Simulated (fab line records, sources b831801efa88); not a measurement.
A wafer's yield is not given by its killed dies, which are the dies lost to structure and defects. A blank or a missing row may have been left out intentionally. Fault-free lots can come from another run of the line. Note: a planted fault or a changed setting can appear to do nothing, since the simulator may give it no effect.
Comparing a struck lot with a sound one	flow sky130	22 steps out of a route of 708
Sound: wafers L647.1, L647.3, L647.6. Struck: wafers L657.2, L657.3, L657.4. The cause comes at the end.
For every step that has rows: the tool of each side, followed by ch and its chambers, followed by its first start. Under that, the readings that differ: sound wafers	struck wafers	difference of the means	sigmas: that difference in standard deviations of wafers without a fault.
alike: readings with means less than 2 such deviations apart, plus words and numbers identical on both sides. not compared: withheld readings, readings lacking a value on some wafer, bounds such as >300 that could conceal the same value, and numbers that have no deviation in the record and whose values overlap.
The two part at a step that has a row with sigmas, a row that says differs or no value, or rows on one side only. Numbers that have no deviation but don't overlap get no sigmas and don't part them. A reading missing from all wafers of one side parts the sides only when that side holds two or more wafers.

SKY_METAL2_SPUTTER_00: material Ti, target thk 15 nm, time 10 s.
  struck on pvd-sputter-02, day 37 13:03; sound on pvd-sputter-02, day 34 08:19
  alike: throttle-valve-pct
SKY_METAL2_SPUTTER_01: material TiN, target thk 20 nm, time 16.7 s.
  struck on pvd-sputter-02, day 37 13:04; sound on pvd-sputter-02, day 34 08:20
  alike: throttle-valve-pct
SKY_METAL2_SPUTTER_02: material AlCu, target thk 250 nm, time 13.3 s.
  struck on pvd-sputter-02, day 37 13:06; sound on pvd-sputter-02, day 34 08:22
  alike: throttle-valve-pct
then, 2 steps without rows for these wafers: SKY_METAL2_SPUTTER_03 (material Ti, target thk 5 nm, time 3.3 s); SKY_METAL2_SPUTTER_04 (material TiN, target thk 70 nm, time 58.3 s).
SKY_METAL2_RS_MEAS_05: uses a four-point probe to measure.
  struck on film-metro-04, day 37 13:13; sound on film-metro-04, day 34 08:29
reading	sound	struck	difference	sigmas
METAL2_ALCU_RS (ohm/sq)	0.1275 0.1292 0.1279	0.1258 0.1255 0.1253	-0.0027	-2
SKY_METAL2_THK_MEAS_06: measures by xrf.
  struck on film-metro-04, day 37 13:19; sound on film-metro-04, day 34 08:37
  alike: METAL2_ALCU_THK
then, 5 steps without rows for these wafers: SKY_METAL2_DEHYDRATE_07 (time 60 s); SKY_METAL2_HMDS_08 (prime time 60 s); SKY_METAL2_COAT_09 (resist thk 60 nm); SKY_METAL2_COAT_10 (resist thk 450 nm); SKY_METAL2_SOFTBAKE_11 (time 90 s).
SKY_METAL2_EXPOSE_12: exposes mask MM2, target cd 140 nm.
  sound on krf-scanner-01 ch 0, day 34 21:31; struck on krf-scanner-02 ch 0, day 38 02:44
reading	sound	struck	difference	sigmas
exposure-dose-mJ-cm2	27.945 27.944 27.928	26.820 26.866 26.899	-1.077	-37
  alike: mask
then, 2 steps without rows for these wafers: SKY_METAL2_PEB_13; SKY_METAL2_DEVELOP_14 (develop time 60 s).
SKY_METAL2_CD_MEAS_15: target cd 140 nm.
  struck on cd-sem-02, day 38 15:09; sound on cd-sem-01, day 35 11:11
reading	sound	struck	difference	sigmas
cd-nm (nm)	137.6 136.3 138.2	145.1 146.7 146.8	+8.8	+6
SKY_METAL2_OVL_MEAS_16:
  struck on overlay-02, day 38 15:15; sound on overlay-02, day 35 11:19
  alike: METAL2_OVL
SKY_METAL2_DESCUM_17: chemistry O2, time 8 s.
  sound on rie-metal-04 ch 0,1, day 35 11:21; struck on rie-metal-04 ch 0,1, day 38 15:17
reading	sound	struck	difference	sigmas
model.METAL2.cd-nm (nm)	137.9 136.2 138.8	144.9 146.4 146.8	+8.4	
  alike: drypump-motor-current-A, oes-product-au
  not compared: rf-hours-counter-h
SKY_METAL2_ETCH_18: etches BARC in N2/H2, stops on SiO2, time 45.9 s, target depth 60 nm.
  sound on rie-metal-04 ch 0,1, day 35 11:23; struck on rie-metal-04 ch 0,1, day 38 15:19
reading	sound	struck	difference	sigmas
oes-product-au (a.u.)	0.858 0.852 0.847	0.865 0.860 0.864	+0.011	+2
  alike: drypump-motor-current-A, throttle-valve-pct
  not compared: rf-hours-counter-h
SKY_METAL2_METAL_ETCH_19: etches the open film in Cl2/BCl3, stops on SiO2, target depth 360 nm, time 78 s.
  sound on rie-metal-04 ch 0,1, day 35 11:26; struck on rie-metal-04 ch 0,1, day 38 15:23
reading	sound	struck	difference	sigmas
model.METAL2.cd-nm (nm)	136.9 135.7 139.6	144.8 146.2 147.6	+8.8	
  alike: drypump-motor-current-A, oes-product-au, throttle-valve-pct
  not compared: rf-hours-counter-h
SKY_METAL2_STRIP_20: strips in O2/N2.
  sound on plasma-asher-01 ch 0,1, day 35 11:32; struck on plasma-asher-01 ch 0,1, day 38 15:28
  alike: drypump-motor-current-A, o2-flow-sccm, oes-product-au, strip-time-to-endpoint-s
  not compared: rf-hours-counter-h
-- the record jumps here: 10 days lie between the struck wafers' starts before and after (it left off in module METAL2 and takes up again in module PAD_OPEN, whose first step shown is number 708 of the route) --
SKY_PAD_OPEN_PROBE_99:
  struck on prober-01, day 48 11:35; sound on prober-01, day 46 02:35
reading	sound	struck	difference	sigmas
model.etest.met2.width-nm (nm)	139.1 139.5 140.7	143.8 146.8 149.3	+6.9	
model.etest.met2.line-ohm-um	0.9296 0.9375 0.9198	0.8893 0.8607 0.8486	-0.0628	
  alike: defect-limited-yield, killed_at_M0_to_M3, killed_at_M4_up, killed-at-contacts, killed-at-front-end, killed-at-other, killed-dies, killed-on-rim, killed-open, killed-short, sort_bin_3_pad_short, sort_bin_5_function, sort_bin_6_memory, sort-n-pass, sort-yield-pct

WHERE THEY PART
At SKY_METAL2_RS_MEAS_05 first; at SKY_METAL2_ETCH_18 last (within this record only). Later steps at which nothing parts them and some readings are alike: SKY_METAL2_METAL_ETCH_19, SKY_METAL2_STRIP_20, SKY_PAD_OPEN_PROBE_99.

WHY: the cause the simulator had injected
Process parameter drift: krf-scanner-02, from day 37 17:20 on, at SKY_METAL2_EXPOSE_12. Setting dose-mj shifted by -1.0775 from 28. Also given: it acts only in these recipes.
